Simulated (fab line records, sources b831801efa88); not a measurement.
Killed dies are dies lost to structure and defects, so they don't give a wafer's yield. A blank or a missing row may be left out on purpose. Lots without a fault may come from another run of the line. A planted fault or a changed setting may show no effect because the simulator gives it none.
Problem report in the 8D (eight disciplines) form, filled by code | flow sky130 | the parts of the form that need people (team, actions taken, sign-off) are left out

1. THE PROBLEM
beam_energy_keV at SKY_LDD_N_IMPLANT_11 reads a mean of 19.545 on 6 wafers of 2 lots; wafers without a fault read 20.000 with a standard deviation of 0.0065. That is -70 standard deviations from the usual mean.
First seen on wafer L702.2, day 23 17:49, on implanter-02. The record holds 18 wafers of 6 lots with a number at this step. Rule for "out", or "out of limits": more than 4 standard deviations from the usual mean. The other wafers with a number count as sound.

2. WHAT IT IS AND WHAT IT IS NOT
question                    | is                     | is not
which readings at this step | beam_energy_keV        | -
which lots                  | L702, L703             | L695, L696, L697, L707
which wafers of those lots  | all that have a number | -
read on which tools         | implanter-02           | implanter-03
when                        | from day 23 17:49      | up to then (9 sound wafers); but 3 sound wafers of L707 came after

3. SUSPECTS, AND WHAT RULES EACH OUT
Counting: a tool at a process step up to the reading stays a suspect if it ran every lot that is out and no sound lot after the first of them.
- implanter-02 at SKY_LDD_N_IMPLANT_11: kept. It ran every lot that is out, first L702 (day 23 17:49), and no sound lot after that; its last sound lot up to then is L695 (day 21 17:18). Its own readings are out on those wafers: beam_energy_keV.
Left after counting: implanter-02 at SKY_LDD_N_IMPLANT_11.

4. THE CAUSE (what the simulator had put in)
Process parameter drift: implanter-02, from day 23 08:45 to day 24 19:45, at SKY_LDD_N_IMPLANT_11. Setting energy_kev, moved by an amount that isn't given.
Counting left only this tool.

5. THE CHAIN OF EFFECTS, in route order
Each row: a reading whose mean over the struck wafers that have a number lies more than 3 standard deviations from the usual. Only readings for which the record gives a usual standard deviation are gone through. hours: the time from each lot's start at the first step in this table that gives one to its start at this step, as a median over the lots. sigmas: the change in usual standard deviations.
hours | step                 | reading         | usual  | on struck wafers | change | sigmas
0     | SKY_LDD_N_IMPLANT_11 | beam_energy_keV | 20.000 | 19.545           | -0.455 | -70
The process steps in it:
- SKY_LDD_N_IMPLANT_11

6. WHAT WOULD HAVE CAUGHT IT SOONER
In this record the first reading out of limits was taken at day 23 17:49, 9 hours after the fault began at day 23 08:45.
